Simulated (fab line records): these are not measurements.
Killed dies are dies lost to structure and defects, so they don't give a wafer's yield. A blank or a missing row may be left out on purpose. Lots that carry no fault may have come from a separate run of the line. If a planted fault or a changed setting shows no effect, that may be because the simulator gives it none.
Which tool is to blame? -- flow sky130 -- 36 wafers from 12 lots sampled at 5 of the route's 708 steps

## WHAT THE GAUGES READ, wafer by wafer
SKY_VT_ADJUST_HVTR_OVL_MEAS_08. Usual: VT_ADJUST_HVTR_OVL 0.8 nm, standard deviation 1.3.
lot,measured,on,VT_ADJUST_HVTR_OVL (nm),flag
L547,day 9 10:52,overlay-01,1.0 1.0 1.4,
L550,day 10 04:55,overlay-02,1.5 2.0 2.2,
L551,day 10 14:28,overlay-01,1.1 1.2 1.5,
L552,day 10 19:40,overlay-01,0.2 -0.6 1.3,
L553,day 11 03:34,overlay-02,-1.6 -1.7 -1.2,
L558,day 13 01:25,overlay-01,1.1 1.8 0.8,
L559,day 13 02:07,overlay-01,0.0 1.2 2.7,
L560,day 13 12:13,overlay-02,1.2 0.7 1.6,
L563,day 14 14:16,overlay-02,0.9 0.9 -0.9,
L565,day 15 03:37,overlay-02,2.5 2.7 0.8,
L568,day 15 23:07,overlay-01,0.4 0.5 1.5,
L570,day 16 15:13,overlay-02,-1.6 0.1 -1.7,

SKY_GATE_OXIDE_THK_MEAS_02. Usual: GATE_OXIDE_OXIDATION_00_THK 10.28 nm, standard deviation 0.2.
lot,measured,on,GATE_OXIDE_OXIDATION_00_THK (nm),flag
L547,day 12 15:26,film metro-01,10.13 10.28 10.21,
L550,day 13 14:31,film metro-02,9.89 10.14 9.85,
L551,day 13 22:19,film metro-02,10.25 10.33 10.26,
L552,day 14 04:43,film metro-02,10.03 9.91 10.13,
L553,day 14 13:37,film metro-03,10.49 10.48 10.36,
L558,day 16 18:54,film metro-02,12.19 12.29 12.00,OFF
L559,day 16 18:54,film metro-03,12.23 12.10 12.09,OFF
L560,day 17 05:58,film metro-03,12.10 12.10 11.90,OFF
L563,day 18 12:34,film metro-02,10.67 10.67 10.47,
L565,day 19 01:27,film metro-02,10.66 10.43 10.47,
L568,day 19 22:07,film metro-01,10.36 10.30 10.29,
L570,day 20 14:12,film metro-02,10.65 10.68 10.50,

SKY_LDD_HVP_TW_MEAS_10. Usual: LDD_HVP_TW 455.5, standard deviation 2.7.
lot,measured,on,LDD_HVP_TW,flag
L547,day 21 10:40,film metro-03,453.5 454.5 454.0,
L550,day 22 15:46,film metro-04,456.1 459.0 457.4,
L551,day 22 21:16,film metro-03,457.8 455.2 457.4,
L552,day 23 03:26,film metro-02,454.2 453.8 453.8,
L553,day 23 16:05,film metro-03,456.1 461.0 460.7,
L558,day 26 00:46,film metro-03,456.7 456.4 456.0,
L559,day 25 23:38,film metro-02,457.3 457.5 454.5,
L560,day 26 08:23,film metro-04,457.2 458.8 457.7,
L563,day 27 14:38,film metro-04,456.4 456.6 457.1,
L565,day 28 02:07,film metro-03,456.7 456.5 458.8,
L568,day 28 23:08,film metro-02,455.4 451.7 453.2,
L570,day 29 10:32,film metro-04,451.5 453.4 452.2,

SKY_SD_N_RS_MEAS_18: a four-point-probe measurement. Usual: RES_XHIGH_RS 332.9 ohm/sq, standard deviation 1.3.
lot,measured,on,RES_XHIGH_RS (ohm/sq),flag
L547,day 27 19:05,film metro-04,334.5 333.8 334.1,
L550,day 28 20:37,film metro-03,332.2 332.1 334.0,
L551,day 29 05:29,film metro-03,334.3 333.4 333.9,
L552,day 29 07:59,film metro-04,334.7 333.0 334.2,
L553,day 29 21:55,film metro-04,333.2 333.1 332.9,
L558,day 31 23:22,film metro-03,334.8 334.2 334.3,
L559,day 31 22:10,film metro-04,333.0 332.1 332.7,
L560,day 32 08:22,film metro-01,332.7 331.9 333.0,
L563,day 33 12:08,film metro-04,333.3 333.4 333.7,
L565,day 33 22:34,film metro-01,330.9 330.6 330.8,
L568,day 34 19:08,film metro-01,331.2 330.5 331.6,
L570,day 35 05:10,film metro-01,333.0 332.6 332.8,

## WHICH TOOL RAN EACH LOT (tool, then ch and the chambers of the sampled wafers, then the start)
lot,SKY_GATE_OXIDE_OXIDATION_01
L547,"furnace-02 ch 0, day 12 14:01"
L550,"furnace-01 ch 0, day 13 13:07"
L551,"furnace-02 ch 0, day 13 20:55"
L552,"furnace-01 ch 0, day 14 03:17"
L553,"furnace-01 ch 0, day 14 12:12"
L558,"furnace-01 ch 0, day 16 17:29"
L559,"furnace-01 ch 0, day 16 17:29"
L560,"furnace-01 ch 0, day 17 04:34"
L563,"furnace-02 ch 0, day 18 11:09"
L565,"furnace-02 ch 0, day 19 00:03"
L568,"furnace-02 ch 0, day 19 20:43"
L570,"furnace-02 ch 0, day 20 12:47"
- SKY_GATE_OXIDE_OXIDATION_01: stabilise 600 s, purge 300 s, target thk 10.268 nm.

## WHAT THE TOOLS THEMSELVES READ (means of the sampled wafers that have a number; where no wafer has one, the mark that the record gives instead)
SKY_GATE_OXIDE_OXIDATION_01. Usual: spike tc bottom C 917.5 C, standard deviation 1.8; spike tc centre C 900.2 C, standard deviation 1.1; spike tc lower C 900.2 C, standard deviation 1.2; spike tc top C 908.9 C, standard deviation 1.1; spike tc upper C 899.5 C, standard deviation 0.97; tube center temp C 900.01 C, standard deviation 0.083; tube_center_temp_C_max 902.3, standard deviation 0.39; zone power bottom pct 31.8 %, standard deviation 1.3; zone power top pct 28.5 %, standard deviation 0.36; zone power upper pct 17.2 %, standard deviation 0.3.
lot,tool,spike tc bottom C (C),spike tc centre C (C),spike tc lower C (C),spike tc top C (C),spike tc upper C (C),tube center temp C (C),tube_center_temp_C_max,zone power bottom pct (%),zone power top pct (%),zone power upper pct (%),flag
L547,furnace-02,918.9,899.6,898.8,909.8,898.9,900.03,902.2,33.2,28.4,16.9,
L550,furnace-01,915.7,901.1,901.6,909.5,899.5,900.07,902.5,30.5,28.9,17.4,
L551,furnace-02,918.2,899.3,901.2,907.9,898.4,899.99,902.4,33.0,28.3,17.1,
L552,furnace-01,915.4,900.3,901.5,908.5,899.8,900.05,902.5,30.4,28.9,17.4,
L553,furnace-01,916.6,900.5,901.2,908.6,900.2,899.93,902.4,30.1,28.6,17.4,
L558,furnace-01,931.7,915.8,915.6,924.4,914.9,915.45,917.9,31.6,29.8,18.0,OFF
L559,furnace-01,930.4,917.4,916.1,923.9,914.5,915.45,917.7,31.8,29.7,18.4,OFF
L560,furnace-01,931.3,917.0,917.0,922.7,914.9,915.43,917.8,31.8,29.7,18.1,OFF
L563,furnace-02,918.1,900.2,899.0,909.3,899.7,899.96,902.4,33.1,28.2,16.9,
L565,furnace-02,919.7,901.1,900.3,909.0,899.3,899.95,902.6,32.8,28.3,16.9,
L568,furnace-02,918.0,899.6,899.8,909.3,899.3,900.01,902.6,32.9,28.3,17.0,
L570,furnace-02,919.4,900.5,898.4,908.9,900.0,899.95,902.0,33.0,28.4,16.9,

## THE ANSWER, worked out from the rows above alone
Rule: a lot counts as off when the mean over its wafers that have a number is more than 3 standard deviations away from the usual mean. Also off: a lot with no number at a reading for which 4 or more lots have one. The other lots that the step has rows for count as sound. The gauges are gone through in route order, then the tools' own readings, and for those a lot's mean is taken as printed above. At the first step where some lot is off, the reading lying furthest off is the one used; lots without a number count as furthest.
Off: at SKY_GATE_OXIDE_THK_MEAS_02 (GATE_OXIDE_OXIDATION_00_THK), L558, L559, L560.
If a tool, at a process step before that reading, ran all the lots that are off and no sound lot after the first of them, it fits. Not tried: the gauges at SKY_GATE_OXIDE_THK_MEAS_02; whatever is off there is also off at SKY_GATE_OXIDE_OXIDATION_01, on other tools, and gauge error can't account for it. One fits: SKY_GATE_OXIDE_OXIDATION_01 on furnace-01. Its last sound lot is L553 (day 14 12:12), its first lot that is off L558 (day 16 17:29): a fault that began between those two fits.
The tool's own readings at SKY_GATE_OXIDE_OXIDATION_01 bear it out: on the lots that are off they differ by more than 5 times the standard deviation of the sound lots' means. spike tc bottom C reads 931.1 C there against 917.8 C on the sound lots; spike tc centre C reads 916.7 C there against 900.2 C on the sound lots; spike tc lower C reads 916.2 C there against 900.2 C on the sound lots; spike tc top C reads 923.7 C there against 909.0 C on the sound lots; spike tc upper C reads 914.8 C there against 899.5 C on the sound lots; tube center temp C reads 915.44 C there against 899.99 C on the sound lots; tube_center_temp_C_max reads 917.8 there against 902.4 on the sound lots; zone power top pct reads 29.7 % there against 28.5 % on the sound lots.

## WHAT HAD BEEN PUT IN BY THE SIMULATOR
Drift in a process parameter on furnace-01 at SKY_GATE_OXIDE_OXIDATION_01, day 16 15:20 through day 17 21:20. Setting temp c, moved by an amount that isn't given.
Shown lots that were struck: L558, L559, L560. The rule above found the same.
